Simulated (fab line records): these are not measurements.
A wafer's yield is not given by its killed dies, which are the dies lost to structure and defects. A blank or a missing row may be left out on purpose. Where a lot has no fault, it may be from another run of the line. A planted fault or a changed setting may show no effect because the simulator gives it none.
Which tool was responsible?	flow sky130	24 lots, 72 wafers sampled, at 5 steps of a route of 708

WHAT EACH GAUGE READ, for each wafer
SKY_CAPM_THK_MEAS_01. Usual: CAPM_CVD_00_THK 15.55 nm, standard deviation 0.27.
lot	measured	on	CAPM_CVD_00_THK (nm)	flag
L074	day 37 03:34	film-metro-03	15.47 15.61 15.81	
L075	day 37 12:52	film-metro-04	15.25 15.48 15.82	
L076	day 38 02:52	film-metro-02	15.13 15.79 15.41	
L077	day 38 00:21	film-metro-04	15.66 15.34 15.82	
L078	day 38 04:44	film-metro-04	15.03 15.35 15.23	
L079	day 38 06:30	film-metro-04	15.62 15.34 15.51	
L080	day 38 17:39	film-metro-04	15.46 15.52 15.50	
L081	day 38 21:22	film-metro-02	15.29 15.79 15.97	
L082	day 39 09:14	film-metro-02	15.40 15.61 15.89	
L083	day 39 13:23	film-metro-04	15.38 15.34 15.71	
L084	day 39 20:05	film-metro-04	15.68 15.88 15.73	
L085	day 39 23:30	film-metro-03	15.42 15.46 15.35	
L086	day 40 02:36	film-metro-02	15.77 15.43 15.60	
L088	day 40 19:06	film-metro-03	15.26 14.98 15.47	
L087	day 40 20:11	film-metro-03	15.10 15.49 15.24	
L089	day 41 03:23	film-metro-03	15.81 15.56 16.34	
L091	day 41 12:44	film-metro-04	15.39 15.49 15.46	
L090	day 41 20:47	film-metro-02	15.52 15.49 15.93	
L092	day 41 19:49	film-metro-02	15.61 15.96 15.57	
L093	day 42 06:11	film-metro-04	15.59 15.27 15.53	
L094	day 42 08:59	film-metro-04	15.33 15.86 15.66	
L095	day 42 23:27	film-metro-02	15.37 15.65 16.03	
L096	day 43 01:40	film-metro-04	15.52 15.96 15.62	
L097	day 43 05:53	film-metro-03	15.24 15.57 16.45	

SKY_CAPM_THK_MEAS_04: measures by xrf. Usual: CAPM_TIN_THK 200 nm, standard deviation 3.1.
lot	measured	on	CAPM_TIN_THK (nm)	flag
L074	day 37 03:51	film-metro-02	195 195 195	
L075	day 37 13:09	film-metro-02	201 198 202	
L076	day 38 03:10	film-metro-03	196 196 196	
L077	day 38 00:41	film-metro-02	199 201 198	
L078	day 38 05:02	film-metro-03	198 197 197	
L079	day 38 06:47	film-metro-03	199 199 199	
L080	day 38 17:57	film-metro-02	199 201 200	
L081	day 38 21:40	film-metro-04	196 195 197	
L082	day 39 09:32	film-metro-03	197 196 200	
L083	day 39 13:41	film-metro-02	199 206 204	
L084	day 39 20:23	film-metro-03	201 201 200	
L085	day 39 23:47	film-metro-02	205 204 201	
L086	day 40 02:53	film-metro-04	199 198 197	
L088	day 40 19:23	film-metro-03	200 202 201	
L087	day 40 20:28	film-metro-02	198 197 199	
L089	day 41 03:41	film-metro-02	206 203 207	
L091	day 41 13:01	film-metro-02	201 203 200	
L090	day 41 21:04	film-metro-02	206 203 201	
L092	day 41 20:07	film-metro-04	196 195 200	
L093	day 42 06:29	film-metro-03	195 200 198	
L094	day 42 09:17	film-metro-03	198 202 195	
L095	day 42 23:44	film-metro-04	201 198 197	
L096	day 43 01:57	film-metro-02	203 201 200	
L097	day 43 06:11	film-metro-02	203 209 199	

SKY_VIA4_BOW_MEAS_03. Usual: VIA4_BOW 80 um, standard deviation 7.6.
lot	measured	on	VIA4_BOW (um)	flag
L074	day 42 13:44	film-metro-03	83 81 88	
L075	day 42 21:35	film-metro-04	81 77 96	
L076	day 43 08:59	film-metro-03	71 60 76	
L077	day 43 07:23	film-metro-01	85 82 90	
L078	day 43 10:51	film-metro-03	77 73 79	
L079	day 43 15:04	film-metro-04	83 74 86	
L080	day 44 00:00	film-metro-03	77 87 76	
L081	day 44 14:01	film-metro-04	81 90 82	
L082	day 44 15:20	film-metro-01	77 73 77	
L083	day 44 17:54	film-metro-03	73 78 77	
L084	day 44 23:03	film-metro-04	69 76 79	
L085	day 45 02:06	film-metro-03	84 92 80	
L086	day 45 05:39	film-metro-03	74 78 75	
L088	day 45 21:49	film-metro-04	81 91 87	
L087	day 45 21:29	film-metro-01	87 77 84	
L089	day 46 02:20	film-metro-03	73 67 74	
L091	day 46 11:55	film-metro-03	91 81 86	
L090	day 46 19:05	film-metro-01	82 84 85	
L092	day 46 18:07	film-metro-03	77 71 71	
L093	day 47 02:20	film-metro-01	68 70 80	
L094	day 47 05:16	film-metro-04	75 83 77	
L095	day 47 23:56	film-metro-01	92 80 82	
L096	day 47 21:18	film-metro-04	86 78 78	
L097	day 48 00:37	film-metro-01	76 68 77	

SKY_VIA4_RS_MEAS_19: uses a four-point probe to measure. Usual: VIA4_W_RS 0.227 ohm/sq, standard deviation 0.0039.
lot	measured	on	VIA4_W_RS (ohm/sq)	flag
L074	day 43 13:59	film-metro-03	0.224 0.228 0.229	
L075	day 43 21:35	film-metro-01	0.228 0.233 0.228	
L076	day 44 08:41	film-metro-03	0.228 0.226 0.232	
L077	day 44 07:08	film-metro-03	0.222 0.222 0.222	
L078	day 44 10:08	film-metro-04	0.232 0.232 0.231	
L079	day 44 14:49	film-metro-01	0.226 0.230 0.227	
L080	day 44 23:31	film-metro-03	0.222 0.220 0.221	
L081	day 45 12:22	film-metro-04	0.232 0.229 0.233	
L082	day 45 14:17	film-metro-04	0.223 0.222 0.223	
L083	day 45 16:33	film-metro-01	0.222 0.227 0.222	
L084	day 45 21:20	film-metro-04	0.224 0.217 0.224	
L085	day 46 00:41	film-metro-04	0.224 0.228 0.224	
L086	day 46 03:38	film-metro-01	0.224 0.225 0.224	
L088	day 46 19:51	film-metro-03	0.222 0.223 0.225	
L087	day 46 19:37	film-metro-01	0.232 0.227 0.230	
L089	day 46 23:43	film-metro-03	0.226 0.221 0.226	
L091	day 47 09:31	film-metro-03	0.236 0.232 0.233	
L090	day 47 15:47	film-metro-04	0.228 0.226 0.227	
L092	day 47 15:08	film-metro-03	0.222 0.226 0.226	
L093	day 47 23:49	film-metro-04	0.229 0.228 0.224	
L094	day 48 02:21	film-metro-01	0.232 0.229 0.233	
L095	day 48 19:31	film-metro-01	0.233 0.233 0.232	
L096	day 48 17:00	film-metro-04	0.223 0.222 0.227	
L097	day 48 20:32	film-metro-04	0.226 0.223 0.225	

WHICH TOOL RAN EACH LOT (tool, then ch and the chambers of the sampled wafers, then the start)
lot	SKY_VIA1_CMP_24
L074	cmp-01 ch 2,3, day 34 18:58
L075	cmp-02 ch 0,1,2, day 35 03:16
L076	cmp-01 ch 2,3, day 35 14:16
L077	cmp-02 ch 0,1, day 35 15:56
L078	cmp-02 ch 0,2,3, day 35 19:40
L079	cmp-02 ch 0,1,2, day 35 22:35
L080	cmp-01 ch 1,2, day 36 09:17
L081	cmp-01 ch 0,1, day 36 13:08
L082	cmp-01 ch 0,1,3, day 37 02:08
L083	cmp-01 ch 1,2,3, day 37 07:41
L084	cmp-02 ch 0,1,2, day 37 14:42
L085	cmp-02 ch 0,1,2, day 37 18:11
L086	cmp-02 ch 0,2,3, day 37 20:58
L088	cmp-02 ch 1,3, day 38 14:05
L087	cmp-01 ch 1,2,3, day 38 16:05
L089	cmp-02 ch 0,1,3, day 38 22:26
L091	cmp-01 ch 1,3, day 39 08:19
L090	cmp-01 ch 1,3, day 39 10:04
L092	cmp-01 ch 1,2, day 39 15:35
L093	cmp-01 ch 0,1,3, day 40 03:11
L094	cmp-01 ch 1,2, day 40 04:50
L095	cmp-01 ch 0,1, day 40 21:04
L096	cmp-02 ch 0,1,3, day 40 22:49
L097	cmp-01 ch 0,1,3, day 41 02:35
- SKY_VIA1_CMP_24: polishes, stops on SiO2, t overpolish 15 s, target thk 0 nm.

AS READ BY THE TOOLS THEMSELVES (means over the sampled wafers that have a number; for cases with no such wafer, the mark the record gives instead)
SKY_VIA1_CMP_24. Usual: motor-current-A 10.3 A, standard deviation 0.64; overpolish-run-s 15.000 s, standard deviation 0.0092; slurry-filter-dp-kPa 13.49 kPa, standard deviation 0.13; time-to-endpoint-s 67 s, standard deviation 4.9.
lot	tool	motor-current-A (A)	overpolish-run-s (s)	slurry-filter-dp-kPa (kPa)	time-to-endpoint-s (s)	flag
L074	cmp-01	9.5	15.000	13.35	66	
L075	cmp-02	10.8	15.008	13.49	62	
L076	cmp-01	9.8	15.006	13.52	66	
L077	cmp-02	10.5	14.988	13.58	65	
L078	cmp-02	10.5	15.009	13.51	69	
L079	cmp-02	10.3	14.992	13.66	60	
L080	cmp-01	10.0	15.000	13.57	69	
L081	cmp-01	10.7	15.005	13.53	67	
L082	cmp-01	10.4	15.002	13.58	69	
L083	cmp-01	10.4	15.005	13.47	71	
L084	cmp-02	10.1	14.998	13.51	65	
L085	cmp-02	10.6	15.005	13.53	66	
L086	cmp-02	10.6	15.002	13.53	68	
L088	cmp-02	10.8	15.001	13.45	70	
L087	cmp-01	10.4	15.002	13.40	70	
L089	cmp-02	10.6	14.986	13.55	68	
L091	cmp-01	10.4	14.997	13.45	69	
L090	cmp-01	10.7	14.995	13.45	71	
L092	cmp-01	10.3	15.003	13.58	68	
L093	cmp-01	10.0	15.000	13.47	68	
L094	cmp-01	10.6	14.994	13.44	72	
L095	cmp-01	10.5	14.995	13.48	65	
L096	cmp-02	10.7	14.995	13.30	69	
L097	cmp-01	10.4	15.003	13.54	67	

THE ANSWER, worked out from the rows above alone
Rule: take the mean of a lot's wafers that have a number; if it is more than 3 standard deviations from the usual mean, the lot is off. Also off: a lot with no number at a reading for which 4 or more lots have one. Any other lot the step has rows for is counted as sound. First the gauges in route order, then the tools' own readings, where a lot's mean is used as printed above. The first step at which some lot is off is used, and at that step the reading that is off furthest; a lot without a number counts as furthest.
Across all readings shown, no lot is off: no conclusion can be drawn from this.

WHAT HAD BEEN PUT IN BY THE SIMULATOR
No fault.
